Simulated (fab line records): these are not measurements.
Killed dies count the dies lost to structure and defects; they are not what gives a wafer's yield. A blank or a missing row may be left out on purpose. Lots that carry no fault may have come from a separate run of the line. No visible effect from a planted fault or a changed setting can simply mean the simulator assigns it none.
fab line records -- flow sfqLine -- part 2 of 2: steps 33 to 42 of 42
record: lots: 5, wafers: 15, lastDay: 91
route steps=325 shown I5@229 C5@240 M6@251 I6@266
lots that met no fault: from a run of the same line without faults
startH: hours from the record's opening day to when the first of the lot's shown wafers began -- waitH: hours elapsed since this lot's preceding step -- " identical to the entry in the row above -- L1.1+2: a row that stands for several wafers -- - no value, or no start was given -- * or withheld: withheld -- < > ~ a bound
route shown NAME@n: names a module that has steps shown in the file, with the first one's number in the route -- usual: mean/standard deviation taken from wafers without a fault -- same: alike in all rows -- chamber/n: place in a boat -- sites: the reading at each site -- _std_site: standard deviation of those values -- _edge_site: inner sites' mean taken away from outer sites' mean -- radiusMm: for every site, how far away it sits from the centre of the wafer -- mask NAME#n: copy n -- behind: the last tool/chamber to shape the wafer -- hold: reason for holding the lot/hours on hold/outcome of the hold -- device: names the non-switching transistor (n, p or np) -- end of line: tests run on the same wafers once the route is complete -- for a step that has no rows: nothing shown but its recipe -- killed: the dies lost at the first sort to structure and to defects; this is not the yield of the wafer -- map: the dies of a wafer, with x for killed, . for not killed, _ for no die there
set.NAME: the setting that was run; set.NAME@STEP: the one run at that earlier step -- model.NAME: the simulator's own value behind a step, which no gauge read
lots seen at some steps along the route; tables by step, rows by wafer
services: the hour from which a tool's chamber was out of use, counted from the record's first day as startH (under 0 if before that day), plus the number of hours and why
== steps ==
step: SFQ_TRILAYER_M6_BARC_OPEN_METAL_ETCH_206
recipe: maskMaterial: PR, chemistry: O2, targetDepthNm: 125, target: BARC, icpW: 600, biasW: 80, pressureMtorr: 10, timeS: 41.7
usual: drypumpMotorCurrentA: 5.5/0.32, oesProductAu: 0.685/0.005
lot.wafer,tool,chamber,startH,waitH,drypumpMotorCurrentA,oesProductAu,rfHoursCounterH
L074.1,rieMetal-03,1,1729.15,0.0,5.2,0.689,88
L074.2,rieMetal-03,0,1729.15,0.0,5.9,0.682,104
L074.3,rieMetal-03,1,1729.15,0.0,5.2,0.686,-
L077.3,rieMetal-04,0,1736.81,0.0,5.4,0.688,-
L077.4,rieMetal-04,1,1736.81,0.0,5.5,0.686,-
L077.6,rieMetal-04,1,1736.81,0.0,5.5,0.686,-
L079.1,rieMetal-04,0,1829.91,0.0,5.4,0.687,39
L079.3,rieMetal-04,0,1829.91,0.0,5.4,0.688,-
L079.6,rieMetal-04,0,1829.91,0.0,5.4,0.687,-
L084.1,rieMetal-04,1,1852.26,0.0,5.5,0.680,1
L084.4,rieMetal-04,1,1852.26,0.0,5.5,0.682,-
L084.6,rieMetal-04,1,1852.26,0.0,5.5,0.676,-
L087.1,rieMetal-04,1,1914.02,0.0,5.5,0.683,13
L087.2,rieMetal-04,0,1914.02,0.0,5.4,0.690,57
L087.5,rieMetal-04,0,1914.02,0.0,5.4,0.694,-
step: SFQ_TRILAYER_M6_ETCH_METAL_ETCH_162
recipe: target: Nb, stopOn: SiO2, maskMaterial: PR, chemistry: Cl2/Ar, targetDepthNm: 240, icpW: 600, biasW: 80, pressureMtorr: 10, timeS: 120
usual: drypumpMotorCurrentA: 5.5/0.33, oesProductAu: 0.894/0.0087
lot.wafer,tool,chamber,startH,waitH,drypumpMotorCurrentA,oesProductAu,rfHoursCounterH
L074.1,rieMetal-03,1,1729.21,0.0,5.2,0.884,88
L074.2,rieMetal-03,0,1729.21,0.0,5.9,0.898,104
L074.3,rieMetal-03,1,1729.21,0.0,5.2,0.889,-
L077.3,rieMetal-04,0,1736.89,0.1,5.4,0.903,-
L077.4,rieMetal-04,1,1736.89,0.1,5.5,0.919,-
L077.6,rieMetal-04,1,1736.89,0.1,5.5,0.891,-
L079.1,rieMetal-04,0,1830.03,0.1,5.4,0.897,39
L079.3,rieMetal-04,0,1830.03,0.1,5.4,0.897,-
L079.6,rieMetal-04,0,1830.03,0.1,5.4,0.902,-
L084.1,rieMetal-04,1,1852.32,0.0,5.5,0.898,1
L084.4,rieMetal-04,1,1852.32,0.0,5.5,0.899,-
L084.6,rieMetal-04,1,1852.32,0.0,5.5,0.899,-
L087.1,rieMetal-04,1,1914.08,0.0,5.5,0.889,13
L087.2,rieMetal-04,0,1914.08,0.0,5.4,0.881,57
L087.5,rieMetal-04,0,1914.08,0.0,5.4,0.893,-
step: SFQ_TRILAYER_M6_STRIP_STRIP_163
recipe: gas: O2, powerW: 200, platenTempC: 40, overashFraction: 0.65, chemistry: O2, pressureMtorr: 50
usual: drypumpMotorCurrentA: 5.5/0.34, oesProductAu: 1.002/0.01
same: overashFraction: 0.65
lot.wafer,tool,chamber,startH,waitH,drypumpMotorCurrentA,oesProductAu,rfHoursCounterH
L074.1,rieMetal-03,1,1729.33,0.1,5.2,0.997,88
L074.2,rieMetal-03,0,1729.33,0.1,5.9,1.015,104
L074.3,rieMetal-03,1,1729.33,0.1,5.1,1.001,-
L077.3,rieMetal-04,0,1737.18,0.2,5.4,1.006,-
L077.4,rieMetal-04,1,1737.18,0.2,5.5,0.982,-
L077.6,rieMetal-04,1,1737.18,0.2,5.5,0.981,-
L079.1,rieMetal-04,0,1830.28,0.2,5.4,1.013,39
L079.3,rieMetal-04,0,1830.28,0.2,5.4,1.003,-
L079.6,rieMetal-04,0,1830.28,0.2,5.4,1.005,-
L084.1,rieMetal-04,1,1852.44,0.1,5.5,0.999,1
L084.4,rieMetal-04,1,1852.44,0.1,5.5,1.005,-
L084.6,rieMetal-04,1,1852.44,0.1,5.5,0.998,-
L087.1,rieMetal-04,1,1914.20,0.1,5.5,1.009,13
L087.2,rieMetal-04,0,1914.20,0.1,5.4,1.011,57
L087.5,rieMetal-04,0,1914.20,0.1,5.4,1.011,-
step: SFQ_TRILAYER_M6_STRIP_SOLV_CLEAN_164
recipe: chemistry: NMP, tempC: 70, timeS: 600
lot.wafer,tool,chamber,startH,waitH
L074.1+2+3,wetBench-01,"5,7,1",1729.93,0.4
L077.3+4+6,wetBench-01,"5,1,2",1737.58,0.2
L079.1+3+6,wetBench-03,"5,3,6",1831.48,1.0
L084.1+4+6,wetBench-01,"5,4,0",1853.04,0.4
L087.1+2+5,wetBench-02,"4,2,0",1914.80,0.4
step: SFQ_TRILAYER_I6_DEP_PECVD_165
recipe: material: SiO2, tempC: 150, timeS: 111.11, pressureTorr: 2.4, rfW: 183.3, precursor: SiH4/N2O, targetThkNm: 500
usual: heaterPowerW: 81/15, throttleValvePct: 25.9/2
lot.wafer,tool,chamber,startH,waitH,heaterPowerW,throttleValvePct
L074.1,pecvd-01,2,1730.12,0.0,80,25.1
L074.2,pecvd-01,1,1730.12,0.0,70,23.8
L074.3,pecvd-01,0,1730.12,0.0,84,24.0
L077.3,pecvd-01,1,1737.75,0.0,77,23.9
L077.4,pecvd-01,0,1737.75,0.0,78,24.2
L077.6,pecvd-01,1,1737.75,0.0,62,24.1
L079.1,pecvd-03,0,1831.65,0.0,102,24.1
L079.3,pecvd-03,2,1831.65,0.0,103,25.0
L079.6,pecvd-03,2,1831.65,0.0,105,25.0
L084.1,pecvd-03,1,1853.23,0.0,83,28.6
L084.4,pecvd-03,0,1853.23,0.0,105,24.0
L084.6,pecvd-03,2,1853.23,0.0,103,25.1
L087.1,pecvd-04,1,1914.98,0.0,80,25.9
L087.2,pecvd-04,0,1914.98,0.0,66,29.4
L087.5,pecvd-04,1,1914.98,0.0,82,25.8
step: SFQ_TRILAYER_I6_CMP_CMP_166
recipe: material: SiO2, downForcePsi: 3, platenRpm: 60, padVelocityMS: 0.94248
usual: motorCurrentA: 10.3/0.72, timeToEndpointS: 209/8.5
lot.wafer,tool,chamber,startH,waitH,motorCurrentA,timeToEndpointS
L074.1,cmp-01,2,1730.20,0.0,11.8,221
L074.3,cmp-01,3,1730.20,0.0,9.7,201
L074.2,cmp-01,1,1731.70,1.5,10.1,199
L077.3,cmp-01,1,1739.66,1.9,9.9,197
L077.4,cmp-01,2,1739.66,1.9,10.9,208
L077.6,cmp-01,2,1742.16,4.3,11.5,217
L079.3,cmp-01,3,1831.73,0.0,9.8,210
L079.1,cmp-01,0,1831.73,0.0,10.4,201
L079.6,cmp-01,0,1834.23,2.5,9.8,211
L084.1,cmp-02,2,1854.41,1.1,9.8,196
L084.4,cmp-02,3,1854.41,1.1,11.2,218
L084.6,cmp-02,2,1856.41,3.1,9.6,212
L087.1,cmp-01,1,1916.06,1.0,9.9,211
L087.2,cmp-01,2,1916.06,1.0,11.2,207
L087.5,cmp-01,3,1916.06,1.0,9.9,213
step: SFQ_I6_BOW_MEAS_941
recipe: mode: bow
usual: I6_BOW: 7/8.7
lot.wafer,tool,chamber,startH,waitH,I6_BOW[um]
L074.1,filmMetro-03,-,1733.20,2.5,12
L074.2,filmMetro-03,-,1733.20,2.5,13
L074.3,filmMetro-03,-,1733.20,2.5,26
L077.3,filmMetro-03,-,1742.70,2.5,23
L077.4,filmMetro-03,-,1742.70,2.5,-6
L077.6,filmMetro-03,-,1742.70,2.5,10
L079.1,filmMetro-03,-,1834.73,2.0,11
L079.3,filmMetro-03,-,1834.73,2.0,13
L079.6,filmMetro-03,-,1834.73,2.0,3
L084.1,filmMetro-02,-,1856.91,2.0,5
L084.4,filmMetro-02,-,1856.91,2.0,5
L084.6,filmMetro-02,-,1856.91,2.0,-5
L087.1,filmMetro-03,-,1918.06,1.5,15
L087.2,filmMetro-03,-,1918.06,1.5,11
L087.5,filmMetro-03,-,1918.06,1.5,12
step: SFQ_TRILAYER_I6_METRO_MEASURE_167
usual: thkNm: 199.3/0.91
lot.wafer,tool,chamber,startH,waitH,thkNm
L074.1,filmMetro-03,-,1733.32,0.1,200.8
L074.2,filmMetro-03,-,1733.32,0.1,199.5
L074.3,filmMetro-03,-,1733.32,0.1,198.7
L077.3,filmMetro-03,-,1743.18,0.5,199.1
L077.4,filmMetro-03,-,1743.18,0.5,200.6
L077.6,filmMetro-03,-,1743.18,0.5,201.7
L079.1,filmMetro-03,-,1834.85,0.1,199.4
L079.3,filmMetro-03,-,1834.85,0.1,199.7
L079.6,filmMetro-03,-,1834.85,0.1,199.5
L084.1,filmMetro-02,-,1857.03,0.1,200.5
L084.4,filmMetro-02,-,1857.03,0.1,200.1
L084.6,filmMetro-02,-,1857.03,0.1,198.8
L087.1,filmMetro-03,-,1918.18,0.1,199.9
L087.2,filmMetro-03,-,1918.18,0.1,200.7
L087.5,filmMetro-03,-,1918.18,0.1,199.6
step: SFQ_TRILAYER_I6_VIA_LITHO_COAT_174
recipe: resist: BARC, spinRpm: 3000, resistThkNm: 62
lot.wafer,tool,chamber,startH,waitH
L074.1+2+3,lithoTrack-02,0,1734.52,1.0
L077.3+4+6,lithoTrack-02,0,1744.08,0.7
L079.1+3+6,lithoTrack-03,0,1836.05,1.0
L084.1+4+6,lithoTrack-04,0,1858.23,1.0
L087.1+2+5,lithoTrack-02,0,1919.40,1.0
step: SFQ_TRILAYER_I6_VIA_LITHO_COAT_169
recipe: resist: KrF, spinRpm: 3000, resistThkNm: 650
lot.wafer,tool,chamber,startH,waitH
L074.1+2+3,lithoTrack-02,0,1734.82,0.2
L077.3+4+6,lithoTrack-02,0,1744.38,0.2
L079.1+3+6,lithoTrack-03,0,1836.35,0.2
L084.1+4+6,lithoTrack-04,0,1858.53,0.2
L087.1+2+5,lithoTrack-02,0,1919.70,0.2
== services ==
tool,chamber,startH,hours,kind
rieMetal-04,-,1642.61,1.8,repair
rieDiel-03,0,1662.14,14.7,repair
krfScanner-01,-,1672.37,0.8,pm
krfScanner-01,-,1676.04,1.3,pm
rieMetal-04,-,1679.48,15.6,pm
rieDiel-01,3,1681.90,1.9,repair
rieDiel-03,-,1686.11,0.9,repair
rieDiel-01,-,1689.59,0.2,repair
rieDiel-01,-,1704.18,0.9,repair
krfScanner-01,-,1709.01,1.0,pm
krfScanner-01,-,1710.07,0.2,repair
krfScanner-01,-,1723.11,4.4,pm
rieDiel-03,2,1757.95,15.7,repair
krfScanner-01,-,1767.90,0.4,repair
rieDiel-01,2,1778.64,4.4,repair
krfScanner-01,-,1816.10,0.7,repair
rieDiel-01,3,1839.28,2.2,repair
krfScanner-01,-,1841.57,0.8,pm
rieMetal-04,-,1843.62,1.9,repair
krfScanner-01,-,1851.92,1.3,pm
rieDiel-03,1,1857.22,4.6,repair
rieMetal-04,-,1862.44,2.8,pm
krfScanner-01,-,1878.55,1.0,pm
rieDiel-03,-,1903.89,1.2,repair
